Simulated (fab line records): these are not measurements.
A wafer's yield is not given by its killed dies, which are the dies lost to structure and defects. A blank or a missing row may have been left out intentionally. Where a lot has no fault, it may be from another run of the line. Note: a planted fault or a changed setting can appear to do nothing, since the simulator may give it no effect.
One fault through the eyes of 2 desks / flow gf180mcu / what lay behind the numbers comes last; until then each desk has only its own

## THE METROLOGY DESK
What the gauges read for every lot (on any tool): the sampled wafers with a number, averaged. If a lot's mean is further than 4 standard deviations from the usual mean, the lot is out of limits and carries the mark OUT (the distance appears in the brackets).
Columns: A = CONTACT_W_RS at GF_CONTACT_RS_MEAS_25, usual 0.379 ohm/sq; B = CONTACT_W_THK at GF_CONTACT_THK_MEAS_26, usual 307 nm; C = M1_ALCU_THK at GF_M1_THK_MEAS_06, usual 451 nm
lot=L913; first seen here=day 15 22:42; A=0.379; B=306; C=448
lot=L916; first seen here=day 17 05:55; A=0.374; B=313; C=456
lot=L920; first seen here=day 18 21:23; A=0.377; B=310; C=454
lot=L921; first seen here=day 19 03:44; A=0.376; B=308; C=446
lot=L922; first seen here=day 19 19:14; A=0.377; B=306; C=445
lot=L925; first seen here=day 20 13:32; A=0.381; B=305; C=461
lot=L927; first seen here=day 21 20:22; A=0.388; B=297; C=450
lot=L928; first seen here=day 22 00:21; A=0.379; B=305; C=452
lot=L929; first seen here=day 22 03:09; A=0.380; B=307; C=448
lot=L930; first seen here=day 22 08:36; A=0.626 (+35) OUT; B=188 (-20) OUT; C=448
lot=L931; first seen here=day 22 20:10; A=0.618 (+34) OUT; B=190 (-19) OUT; C=456
This desk's result: L930, L931 out of limits, first on L930 (CONTACT_W_RS at GF_CONTACT_RS_MEAS_25), day 22 08:36. Within limits: L913, L916, L920, L921, L922, L925, L927, L928, L929.

## AT THE TOOL OWNER'S DESK: cvd_w-02
The tool's own readings at GF_CONTACT_CVD_24 (deposits W, target thk 300 nm, time 90.339 s): means of the sampled wafers that have a number, for each lot that ran on this tool. If a lot's mean is further than 4 standard deviations from the usual mean, the lot is out of limits and carries the mark OUT (the distance appears in the brackets).
Columns: A = heater_power_w at GF_CONTACT_CVD_24, usual 766 W
lot=L913; first seen here=day 15 22:36; A=765
lot=L922; first seen here=day 19 19:08; A=763
lot=L925; first seen here=day 20 13:26; A=724
lot=L927; first seen here=day 21 20:16; A=730
lot=L930; first seen here=day 22 08:28; A=732
lot=L931; first seen here=day 22 20:04; A=772
Result from this desk: across the 6 lots, nothing is out of limits.

## TAKEN TOGETHER
An alarm was possible from the metrology desk at day 22 08:36, on L930, L931.
The tool owner's desk saw nothing out of limits.
On record at the tool owner's desk: L930, L931, within its limits.
All the named lots went through GF_CONTACT_CVD_24 on cvd_w-02.

## WHAT THE SIMULATOR PUT IN
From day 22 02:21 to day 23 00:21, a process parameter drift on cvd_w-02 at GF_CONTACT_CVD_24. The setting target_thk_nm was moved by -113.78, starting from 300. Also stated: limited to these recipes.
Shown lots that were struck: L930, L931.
Hours from the fault's start to each desk's first reading out of limits: the metrology desk, 6.
